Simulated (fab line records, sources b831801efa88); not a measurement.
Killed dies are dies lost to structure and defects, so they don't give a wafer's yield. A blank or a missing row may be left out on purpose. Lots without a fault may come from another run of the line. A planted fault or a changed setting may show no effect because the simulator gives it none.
Which tool did it? | flow gf180mcu | 12 lots, 36 wafers sampled, at 1 step of a route of 602

WHAT THE GAUGES READ, wafer by wafer
GF_M4_OVL_MEAS_15.
lot  | measured     | on         | M4_OVL (nm)
L111 | day 24 01:09 | overlay-01 | 9 2 8
L112 | day 24 10:54 | overlay-02 | -2 4 -3
L113 | day 24 18:42 | overlay-01 | -4 -3 -4
L114 | day 25 00:54 | overlay-02 | -2 -4 -6
L121 | day 27 11:06 | overlay-01 | 0 -4 -9
L122 | day 27 13:23 | overlay-02 | 5 4 -3
L125 | day 28 10:20 | overlay-02 | 1 1 4
L127 | day 29 04:09 | overlay-01 | 3 2 -3
L129 | day 29 16:14 | overlay-01 | 0 3 -6
L130 | day 29 22:44 | overlay-01 | 8 6 2
L131 | day 30 04:47 | overlay-02 | -3 5 -4
L132 | day 30 19:32 | overlay-01 | -10 -5 -9

WHICH TOOL RAN EACH LOT (tool, then ch and the chambers of the sampled wafers, then the start)
The record holds no process step before these readings.

WHAT THE TOOLS THEMSELVES READ (means of the sampled wafers that have a number; where no wafer has one, the mark that the record gives instead)
The record holds no such reading with a usual standard deviation.

THE ANSWER, worked out from the rows above alone
Rule: what is usual is taken from the lots themselves. Put in order of their means at a reading, lots are off if they are a third of the lots or fewer, leave a main group of 4 or more, and stand apart from it by a gap of 3 or more times the standard deviation of the main group's means; of several such gaps the widest counts. A main group whose means are all the same, to the digits that the tables above print for the reading, isn't used. A lot without any number at a reading at which 4 lots or more have one is off too. The other lots that the step has rows for count as sound. The gauges are gone through in route order, then the tools' own readings, and for those a lot's mean is taken as printed above. The first step at which some lot is off is used, and at that step the reading that is off furthest; a lot without a number counts as furthest.
No lot is off at any reading shown: from this, nothing can be told.

WHAT THE SIMULATOR HAD PUT IN
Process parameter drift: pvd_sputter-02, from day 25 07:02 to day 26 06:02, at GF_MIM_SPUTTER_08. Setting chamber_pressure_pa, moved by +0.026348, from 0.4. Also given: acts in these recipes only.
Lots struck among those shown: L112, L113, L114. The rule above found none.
